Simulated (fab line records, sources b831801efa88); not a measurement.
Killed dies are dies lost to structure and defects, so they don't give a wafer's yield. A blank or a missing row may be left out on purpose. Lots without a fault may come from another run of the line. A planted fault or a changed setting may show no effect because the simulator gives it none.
One fault seen from 2 desks | flow sky130 | each desk has only its own numbers; what lay behind them comes last

THE TOOL OWNER'S DESK: iline_stepper-02
The tool's own readings at SKY_LDD_N_EXPOSE_04 (exposes mask NTM, target cd 840 nm): means of the sampled wafers that have a number, for each lot that ran on this tool. A lot is out of limits, marked OUT, if its mean lies more than 4 standard deviations from the usual mean; the brackets give that distance.
Columns: A = stage_vel_mm_s at SKY_LDD_N_EXPOSE_04, usual 499.98 mm/s
lot  | first seen here | A
L162 | day 18 05:59    | 500.09
L163 | day 18 11:59    | 500.13
L168 | day 20 09:54    | 500.15
L176 | day 23 13:18    | 500.08
L178 | day 23 19:36    | 500.10
L179 | day 24 05:05    | 499.82
L183 | day 25 10:49    | 500.09
This desk's finding: nothing out of limits on any of the 7 lots.

THE METROLOGY DESK
What the gauges read, lot by lot, whatever tool the lot ran on: means of the sampled wafers that have a number. A lot is out of limits, marked OUT, if its mean lies more than 4 standard deviations from the usual mean; the brackets give that distance.
Columns: A = POLY_GATE_TW at SKY_RES_PROTECT_TW_MEAS_08, usual 4014; B = cd_nm at SKY_POLY_GATE_CD_MEAS_13, usual 149.7 nm; C = LDD_N_OVL at SKY_LDD_N_OVL_MEAS_07, usual 0.3 nm
lot  | first seen here | A    | B     | C
L162 | day 16 04:47    | 4072 | 147.6 | 3.9
L163 | day 16 10:23    | 4004 | 149.9 | 0.3
L164 | day 16 17:46    | 4086 | 149.3 | 1.4
L165 | day 17 02:07    | 3990 | 149.2 | -0.2
L166 | day 17 08:38    | 3981 | 148.2 | 0.1
L168 | day 18 07:17    | 3968 | 151.3 | 1.3
L170 | day 19 01:32    | 3972 | 150.0 | 2.0
L173 | day 19 22:14    | 3994 | 149.5 | -1.0
L176 | day 21 11:10    | 4061 | 151.1 | -58.2 (-42) OUT
L178 | day 21 17:41    | 3990 | 148.9 | -58.3 (-42) OUT
L179 | day 22 01:38    | 4063 | 147.4 | -58.8 (-42) OUT
L183 | day 23 09:53    | 4096 | 149.9 | -59.5 (-43) OUT
This desk's finding: out of limits on L176, L178, L179, L183; first on L176, day 24 04:10 (LDD_N_OVL at SKY_LDD_N_OVL_MEAS_07). In limits: L162, L163, L164, L165, L166, L168, L170, L173.

PUT TOGETHER
The metrology desk could have raised an alarm at day 24 04:10, on L176, L178, L179, L183.
The tool owner's desk saw nothing out of limits.
The tool owner's desk has L176, L178, L179, L183 on record, within its limits.
Of the lots named, all ran SKY_LDD_N_EXPOSE_04 on iline_stepper-02.

WHAT THE SIMULATOR HAD PUT IN
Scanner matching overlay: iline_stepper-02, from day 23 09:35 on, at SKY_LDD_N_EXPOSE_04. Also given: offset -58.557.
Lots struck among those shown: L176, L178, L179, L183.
Hours from the fault's start to each desk's first reading out of limits: the metrology desk, 19.
